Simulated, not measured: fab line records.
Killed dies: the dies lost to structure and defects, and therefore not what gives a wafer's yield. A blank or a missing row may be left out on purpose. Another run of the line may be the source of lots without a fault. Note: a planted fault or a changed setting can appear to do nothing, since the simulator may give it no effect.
fab line records    flow sky130
record: lots: 6  wafers: 18  last_day: 51
route steps=708 shown LDD_N@248 LDD_P@255
lots with no fault: from the same line, run without faults
start_h: hours from the record's opening day to when the first of the lot's shown wafers began    wait_h: hours since the lot's step before    " as in the row above    L1.1+2: several wafers, shown together as one row    - either no value or no given start    * or withheld: withheld    < > ~ a bound
route shown NAME@n: a module of which the file shows steps, and the number in the route of the first    usual: mean/standard deviation of fault-free wafers    same: alike in all rows    chamber/n: place in a boat    sites: readings site by site    _std_site: how widely they spread, as a standard deviation    _edge_site: mean of outer sites minus mean of inner sites    radius_mm: how far each site lies from the wafer's centre    mask NAME#n: copy n    behind: the most recent tool/chamber to have shaped the wafer    hold: what put the lot on hold/how long, in hours/how the hold closed    device: the transistor (n, p or np) that didn't switch    end of line: the route-end tests of the same wafers    for a step that has no rows: nothing shown but its recipe    killed: not the wafer's yield, but the dies lost to structure and defects at the first sort    map: per-die view of a wafer (x killed, . not killed, _ where there is no die)
set.NAME: setting as actually run; set.NAME@STEP: the setting as run at that earlier step    model.NAME: the simulator's own value behind a step, which no gauge read
a table for each step, a row for each wafer; lots at some steps of the route
services: when a tool's chamber went out of use (start_h, in hours from the record's first day, below 0 if earlier), for how many hours, and the reason
== steps ==
step: SKY_LDD_N_IMPLANT_11
recipe: species: As  energy_kev: 20  dose_cm2: 7.5e+13  tilt_deg: withheld  rotation_deg: 293
step: SKY_LDD_N_IMPLANT_12
recipe: species: BF2  energy_kev: 50  dose_cm2: 5e+12  tilt_deg: 30  rotation_deg: 0
step: SKY_LDD_N_IMPLANT_13
recipe: species: BF2  energy_kev: 50  dose_cm2: 5e+12  tilt_deg: 30  rotation_deg: 90
step: SKY_LDD_N_IMPLANT_14
recipe: species: BF2  energy_kev: 50  dose_cm2: 5e+12  tilt_deg: 30  rotation_deg: 180
step: SKY_LDD_N_IMPLANT_15
recipe: species: BF2  energy_kev: 50  dose_cm2: 5e+12  tilt_deg: 30  rotation_deg: 270
step: SKY_LDD_N_STRIP_16
recipe: chemistry: O2/N2  power_w: 1400  pressure_mtorr: 1500  platen_temp_c: withheld  o2_flow_sccm: 3000  n2_flow_sccm: 300  overash_fraction: 0.5
usual: drypump_motor_current_A: 5.6/0.4  oes_product_au: 0.407/0.0046  strip_time_to_endpoint_s: 4.318/0.016
lot.wafer  tool             chamber  start_h  wait_h  drypump_motor_current_A  oes_product_au  rf_hours_counter_h  strip_time_to_endpoint_s
L645.1     plasma_asher-04  1        416.96   0.1     5.3                      0.406           68                  4.315
L645.4     "                0        "        "       5.7                      0.406           -                   4.301
L645.5     "                1        "        "       5.3                      0.409           -                   4.320
L650.1     plasma_asher-02  1        461.65   0.1     4.9                      0.398           33                  4.312
L650.4     "                0        "        "       6.0                      0.404           -                   4.297
L650.5     "                1        "        "       4.9                      0.407           -                   4.301
L660.1     plasma_asher-02  1        546.36   0.1     4.9                      0.410           41                  4.309
L660.5     "                0        "        "       6.0                      0.413           -                   4.328
L660.6     "                1        "        "       4.9                      0.409           -                   4.316
L664.1     plasma_asher-04  0        579.84   0.1     5.6                      0.407           85                  4.308
L664.2     "                1        "        "       5.4                      0.407           85                  4.297
L664.3     "                0        "        "       5.6                      0.404           -                   4.340
L666.3     plasma_asher-02  1        595.23   0.1     4.9                      0.411           -                   4.313
L666.4     "                0        "        "       6.0                      0.407           -                   4.289
L666.6     "                0        "        "       6.0                      0.406           -                   4.301
L668.1     plasma_asher-03  0        612.84   0.1     5.4                      0.407           82                  4.304
L668.4     "                1        "        "       6.0                      0.406           -                   4.312
L668.6     "                1        "        "       6.0                      0.407           -                   4.317
step: SKY_LDD_N_TW_MEAS_17
usual: LDD_N_TW: 2608/17
lot.wafer  tool           chamber  start_h  wait_h  LDD_N_TW
L645.1     film_metro-04  -        417.06   0.1     2592
L645.4     "              -        "        "       2590
L645.5     "              -        "        "       2603
L650.1     film_metro-03  -        461.75   0.1     2636
L650.4     "              -        "        "       2628
L650.5     "              -        "        "       2628
L660.1     film_metro-04  -        546.46   0.1     2593
L660.5     "              -        "        "       2595
L660.6     "              -        "        "       2603
L664.1     film_metro-04  -        579.94   0.1     2608
L664.2     "              -        "        "       2583
L664.3     "              -        "        "       2604
L666.3     film_metro-02  -        595.31   0.1     2593
L666.4     "              -        "        "       2595
L666.6     "              -        "        "       2588
L668.1     film_metro-04  -        612.94   0.1     2602
L668.4     "              -        "        "       2600
L668.6     "              -        "        "       2594
step: SKY_LDD_P_DEHYDRATE_00
recipe: temp_c: 200  time_s: 60
step: SKY_LDD_P_HMDS_01
recipe: prime_time_s: 60  prime_temp_c: 120
step: SKY_LDD_P_COAT_02
recipe: resist: NOVOLAK  spin_rpm: 3000  resist_thk_nm: 1140
step: SKY_LDD_P_SOFTBAKE_03
recipe: temp_c: 90  time_s: 60  resist: NOVOLAK
step: SKY_LDD_P_EXPOSE_04
recipe: mask_id: PSDM  na: 0.6  source_shape: conventional  sigma_outer: 0.6  polarization: unpolarized  target_cd_nm: 380  dose_mj: 138
step: SKY_LDD_P_PEB_05
recipe: temp_c: withheld  time_s: *  resist: NOVOLAK
usual: chill_plate_temp_C: *  exhaust_pa: 45.0/0.79  resist_line_temp_C: *
lot.wafer  tool            chamber  start_h  wait_h  chill_plate_temp_C  exhaust_pa  resist_line_temp_C
L645.1     litho_track-03  0        447.42   -       *                   45.3        *
L645.4     "               0        "        "       *                   44.2        *
L645.5     "               0        "        "       *                   44.6        *
L650.1     litho_track-03  0        492.42   -       *                   43.9        *
L650.4     "               0        "        "       *                   44.4        *
L650.5     "               0        "        "       *                   44.1        *
L660.1     litho_track-02  0        575.73   -       *                   44.8        *
L660.5     "               0        "        "       *                   45.4        *
L660.6     "               0        "        "       *                   46.6        *
L664.1     litho_track-04  -        608.87   -       -                   -           -
L664.2     "               -        "        "       -                   -           -
L664.3     "               -        "        "       -                   -           -
L666.3     litho_track-03  -        623.37   -       -                   -           -
L666.4     "               -        "        "       -                   -           -
L666.6     "               -        "        "       -                   -           -
L668.1     litho_track-02  0        641.88   -       *                   44.7        *
L668.4     "               0        "        "       *                   45.8        *
L668.6     "               0        "        "       *                   44.3        *
step: SKY_LDD_P_DEVELOP_06
recipe: resist: NOVOLAK  developer: TMAH  develop_time_s: 60  dev_temp_c: 23
== services ==
tool             chamber  start_h  hours  kind
plasma_asher-02  -        410.74   14.6   pm
plasma_asher-04  -        412.76   2.2    repair
plasma_asher-04  -        419.04   3.4    repair
plasma_asher-04  -        423.20   0.8    repair
plasma_asher-02  -        433.39   2.1    repair
plasma_asher-02  -        436.63   2.0    repair
plasma_asher-04  -        485.10   2.8    pm
plasma_asher-03  -        524.78   6.5    repair
plasma_asher-02  -        557.36   2.8    pm
plasma_asher-04  -        563.32   2.1    repair
plasma_asher-02  -        619.89   4.2    repair
== key ==
first_sign: step: SKY_LDD_P_PEB_05  reading: tool_record  direction: missing
effect none on later readings
met_at SKY_LDD_P_PEB_05
struck_wafers L664.1,L664.2,L664.3,L666.3,L666.4,L666.6
sort_left_out L664.1,L664.2,L664.3,L666.3,L666.4,L666.6
tester_left_out L664,L666
onset_between 492.42 608.87
fault: kind: skipped_step_whole  tool: litho_track-03,litho_track-04  chamber: -  onset_h: 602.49  steps: SKY_LDD_P_PEB_05  scope: struck_lots_only
tester_left_out: of these lots the tester's yield and bins aren't shown, on N5 and GAA mostly nor the transistor test; their killed dies are dies lost to structure and defects alone, not to doping, threshold or leakage, so they don't give the yield
sort_left_out: the simulated sort isn't trusted on such a fault, so these wafers' sort isn't shown, and their yield isn't known
